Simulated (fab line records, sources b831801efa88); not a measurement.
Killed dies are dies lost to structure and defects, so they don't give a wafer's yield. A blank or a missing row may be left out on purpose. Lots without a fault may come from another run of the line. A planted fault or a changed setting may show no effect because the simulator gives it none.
A struck lot beside a sound one | flow sky130 | 21 steps out of a route of 708
Sound: wafers L635.1, L635.2, L635.4. Struck: wafers L645.4, L645.5, L645.6. The cause comes at the end.
At each step with rows: each side's tool, then ch and its chambers, then its first start. Under that, the readings that differ: sound wafers | struck wafers | difference of the means | sigmas: that difference in standard deviations of wafers without a fault.
alike: readings whose means differ by less than 2 such deviations, and words and numbers that are the same on both sides. not compared: withheld readings, readings that some wafer has no value for, bounds like >300 that may hide the same value, and numbers for which the record gives no deviation and whose values overlap.
The two part at a step that has a row with sigmas, a row that says differs or no value, or rows on one side only. Numbers that don't overlap but have no deviation are shown without sigmas and don't part them. A reading that every wafer of one side lacks parts them only if that side has two wafers or more.

first, 3 steps without rows for these wafers: SKY_VT_ADJUST_HVTP_EXPOSE_04 (exposes mask HVTPM, target cd 380 nm); SKY_VT_ADJUST_HVTP_PEB_05; SKY_VT_ADJUST_HVTP_DEVELOP_06 (develop time 60 s).
SKY_VT_ADJUST_HVTP_CD_MEAS_07: target cd 380 nm.
  sound on cd_sem-01, day 7 19:13; struck on cd_sem-02, day 10 05:56
  alike: cd_nm
SKY_VT_ADJUST_HVTP_OVL_MEAS_08:
  sound on overlay-02, day 7 19:20; struck on overlay-02, day 10 06:01
  alike: VT_ADJUST_HVTP_OVL
then, 1 step without rows for these wafers: SKY_VT_ADJUST_HVTP_IMPLANT_09.
SKY_VT_ADJUST_HVTP_STRIP_10: strips in O2/N2.
  sound on plasma_asher-03 ch 0,1, day 7 19:31; struck on plasma_asher-02 ch 0,1, day 10 06:13
  alike: drypump_motor_current_A, oes_product_au, strip_time_to_endpoint_s
  not compared: rf_hours_counter_h
SKY_VT_ADJUST_HVTP_TW_MEAS_11:
  sound on film_metro-04, day 7 19:37; struck on film_metro-04, day 10 06:19
  alike: VT_ADJUST_HVTP_TW
then, 4 steps without rows for these wafers: SKY_VT_ADJUST_LVTN_DEHYDRATE_00 (time 60 s); SKY_VT_ADJUST_LVTN_HMDS_01 (prime time 60 s); SKY_VT_ADJUST_LVTN_COAT_02 (resist thk 3000 nm); SKY_VT_ADJUST_LVTN_SOFTBAKE_03.
SKY_VT_ADJUST_LVTN_EXPOSE_04: exposes mask NWM COMPLEMENT LESS NATIVE, target cd 840 nm.
  sound on iline_stepper-01 ch 0, day 8 06:07; struck on iline_stepper-02 ch 0, day 10 18:08
  reading | sound                                                                                  | struck                  | difference | sigmas
  mask    | NWM_COMPLEMENT_LESS_NATIVE#0 NWM_COMPLEMENT_LESS_NATIVE#0 NWM_COMPLEMENT_LESS_NATIVE#0 | HVTPM#0 HVTPM#0 HVTPM#0 | differs    |
then, 2 steps without rows for these wafers: SKY_VT_ADJUST_LVTN_PEB_05; SKY_VT_ADJUST_LVTN_DEVELOP_06 (develop time 60 s).
SKY_VT_ADJUST_LVTN_OVL_MEAS_07:
  sound on overlay-02, day 8 16:08; struck on overlay-02, day 11 05:11
  reading                 | sound       | struck | difference                    | sigmas
  VT_ADJUST_LVTN_OVL (nm) | 2.7 2.5 1.2 | - - -  | no value on the struck wafers |
then, 1 step without rows for these wafers: SKY_VT_ADJUST_LVTN_IMPLANT_08.
SKY_VT_ADJUST_LVTN_STRIP_09: strips in O2/N2.
  sound on plasma_asher-02 ch 0,1, day 8 16:19; struck on plasma_asher-03 ch 0,1, day 11 05:23
  alike: drypump_motor_current_A, oes_product_au, strip_time_to_endpoint_s
  not compared: rf_hours_counter_h
SKY_VT_ADJUST_LVTN_TW_MEAS_10:
  sound on film_metro-04, day 8 16:25; struck on film_metro-03, day 11 05:28
  reading           | sound             | struck         | difference | sigmas
  VT_ADJUST_LVTN_TW | 242.6 242.6 243.4 | 30.6 30.5 30.3 | -212.4     | -99 or more
then, 1 step without rows for these wafers: SKY_VT_ADJUST_LVTN_DEHYDRATE_11 (time 60 s).
-- the record jumps here: 38 days lie between the struck wafers' starts before and after (it left off in module VT_ADJUST_LVTN and takes up again in module PAD_OPEN, whose first step shown is number 708 of the route) --
SKY_PAD_OPEN_PROBE_99:
  sound on prober-01, day 47 23:11; struck on prober-01, day 49 16:28
  reading                                   | sound             | struck            | difference | sigmas
  model.etest.tip_p.rs_ohm_sq               | 6840 6805 6816    | 6332 6293 6341    | -498       |
  model.etest.pfet_01v8.r_on_ohm_um         | 2933 2957 2981    | 2741 2742 2738    | -217       |
  model.etest.nfet_01v8_lvt.drive_ua_um     | 566.1 572.5 550.2 | 614.4 611.4 604.1 | +47.0      |
  model.etest.nfet_01v8.drive_ua_um         | 493.6 500.5 485.9 | 526.6 527.7 518.2 | +30.8      |
  model.etest.nfet_01v8_swapped.drive_ua_um | 493 504 485.7     | 531.1 526.2 518.9 | +31.2      |
  model.etest.nfet_01v8_turned.drive_ua_um  | 496.4 507.5 484.6 | 523.4 524.6 519.1 | +26.2      |
  model.etest.pfet_01v8.drive_ua_um         | 189.6 189.9 187.9 | 219.6 221.1 218.6 | +30.6      |
  model.etest.pfet_01v8_mvt.drive_ua_um     | 148.9 148.9 146.4 | 178.9 181.1 178.1 | +31.3      |

WHERE THEY PART
First at SKY_VT_ADJUST_LVTN_EXPOSE_04; last, within this record, at SKY_VT_ADJUST_LVTN_TW_MEAS_10.

WHY: what the simulator had put in
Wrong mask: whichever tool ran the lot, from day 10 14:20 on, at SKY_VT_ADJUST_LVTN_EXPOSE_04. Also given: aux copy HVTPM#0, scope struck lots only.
